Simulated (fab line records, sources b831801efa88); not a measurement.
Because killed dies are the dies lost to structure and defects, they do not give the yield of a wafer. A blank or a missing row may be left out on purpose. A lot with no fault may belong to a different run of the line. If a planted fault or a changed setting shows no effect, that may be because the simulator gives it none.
A struck lot beside a sound one :: flow sky130 :: 17 steps out of a route of 708
Sound: wafers L429.4, L429.5, L429.6. Wafers struck: L437.1, L437.2, L437.5. The cause comes at the end.
For every step that has rows: the tool of each side, followed by ch and its chambers, followed by its first start. Under that, the readings that differ: sound wafers :: struck wafers :: difference of the means :: sigmas: that difference in standard deviations of wafers without a fault.
alike: a reading whose means differ by less than 2 such deviations, as well as words and numbers matching on both sides. not compared: withheld readings; readings where some wafer has no value; bounds like >300 that might hide an equal value; numbers whose values overlap and for which the record gives no deviation.
A row with sigmas, a row that says differs or no value, or rows on one side alone: a step with any of these is where the two part. When numbers do not overlap yet have no deviation, they are printed without sigmas and do not part them. A reading that every wafer of one side lacks parts them only if that side has two wafers or more.

SKY_LDD_HVN_OVL_MEAS_07:
  sound on overlay-01 at day 22 11:28; struck on overlay-01 at day 25 06:16
  alike: LDD_HVN_OVL
following that, these wafers have no rows for 1 step: SKY_LDD_HVN_IMPLANT_08.
SKY_LDD_HVN_STRIP_09: strips in O2/N2.
  sound on plasma_asher-01 ch 0,1, day 22 11:40; struck on plasma_asher-02 ch 0,1, day 25 06:27
  alike: drypump_motor_current_A, n2_flow_sccm, oes_product_au, strip_time_to_endpoint_s
  not compared: rf_hours_counter_h
SKY_LDD_HVN_TW_MEAS_10:
  sound on film_metro-02 at day 22 11:46; struck on film_metro-03 at day 25 06:33
reading: LDD_HVN_TW
sound: 1421 1428 1418
struck: 1445 1444 1443
difference: +22
sigmas: +3
then, 3 steps without rows for these wafers: SKY_LDD_HVP_DEHYDRATE_00 (time 60 s); SKY_LDD_HVP_HMDS_01 (prime time 60 s); SKY_LDD_HVP_COAT_02 (resist thk 300 nm).
SKY_LDD_HVP_SOFTBAKE_03: time 62.16 s.
  sound on litho_track-02 ch 0, day 23 03:56; struck on litho_track-01 ch 0, day 25 20:31
reading: plate_sensor_t_edge_C (C)
sound: 90.825 90.812 90.815
struck: 90.840 90.843 90.836
difference: +0.022
sigmas: +2
  alike: plate_sensor_t_centre_C
then, 3 steps without rows for these wafers: SKY_LDD_HVP_EXPOSE_04 (exposes mask HVPTM, target cd 700 nm); SKY_LDD_HVP_PEB_05; SKY_LDD_HVP_DEVELOP_06 (develop time 60 s).
SKY_LDD_HVP_OVL_MEAS_07:
  sound on overlay-02 at day 23 18:56; struck on overlay-02 at day 26 11:10
  alike: LDD_HVP_OVL
SKY_LDD_HVP_IMPLANT_08:
  sound on implanter-02 ch 0, day 23 19:02; struck on implanter-03 ch 0, day 26 11:11
reading: dose_ions_cm2
sound: 1.6987e+13 1.7021e+13 1.7003e+13
struck: 2.4775e+13 2.4787e+13 2.4807e+13
difference: +7.7860e+12
sigmas: +99 or more

reading: faraday_current_uA
sound: 96.4 95.8 93.6
struck: 136.5 139.7 142.6
difference: +44.3
sigmas: +23
SKY_LDD_HVP_STRIP_09: strips in O2/N2.
  sound on plasma_asher-04 ch 0,1, day 23 19:08; struck on plasma_asher-02 ch 0,1, day 26 11:20
  alike: drypump_motor_current_A, n2_flow_sccm, oes_product_au, strip_time_to_endpoint_s
  not compared: rf_hours_counter_h
SKY_LDD_HVP_TW_MEAS_10:
  sound on film_metro-02 at day 23 19:14; struck on film_metro-02 at day 26 11:28
reading: LDD_HVP_TW
sound: 455.0 452.3 455.1
struck: 511.0 510.6 509.7
difference: +56.3
sigmas: +27
then, 1 step without rows for these wafers: SKY_LDD_LDN_DEHYDRATE_00 (time 60 s).
-- record jumps: 24 days separate the struck wafers' starts on either side; left off in module LDD_LDN, taken up again in module PAD_OPEN, whose first shown step is the route's number 708 --
SKY_PAD_OPEN_PROBE_99:
  sound on prober-01 at day 46 21:32; struck on prober-01 at day 50 08:31
reading: model.etest.tip_p_5v.rs_ohm_sq
sound: 2869 2878 2853
struck: 2197 2188 2206
difference: -670
sigmas: 

reading: model.etest.pfet_g5v0d10v5.r_on_ohm_um
sound: 4799 4786 4824
struck: 4582 4663 4724
difference: -147
sigmas: 

reading: model.etest.pfet_g5v0d10v5.drive_ua_um
sound: 336.6 337.2 334.5
struck: 354.4 346.6 344.5
difference: +12.4
sigmas: 

reading: model.etest.pfet_g5v0d10v5.off_log10_a_um
sound: -12.87 -12.72 -12.82
struck: -12.14 -12.36 -12.28
difference: +0.54
sigmas: 

reading: model.etest.pfet_g5v0d10v5.vt_sat_v (V)
sound: -0.6598 -0.6612 -0.6616
struck: -0.5949 -0.6024 -0.6217
difference: +0.0545
sigmas: 
  alike: killed_at_M0_to_M3, killed_at_M4_up, killed_at_contacts, killed_at_front_end, killed_at_other, killed_dies, killed_open, killed_short

== WHERE THEY PART ==
First at SKY_LDD_HVN_TW_MEAS_10; last, within this record, at SKY_LDD_HVP_TW_MEAS_10. Later steps at which nothing parts them and some readings are alike: SKY_PAD_OPEN_PROBE_99.

WHY: what the simulator had put in
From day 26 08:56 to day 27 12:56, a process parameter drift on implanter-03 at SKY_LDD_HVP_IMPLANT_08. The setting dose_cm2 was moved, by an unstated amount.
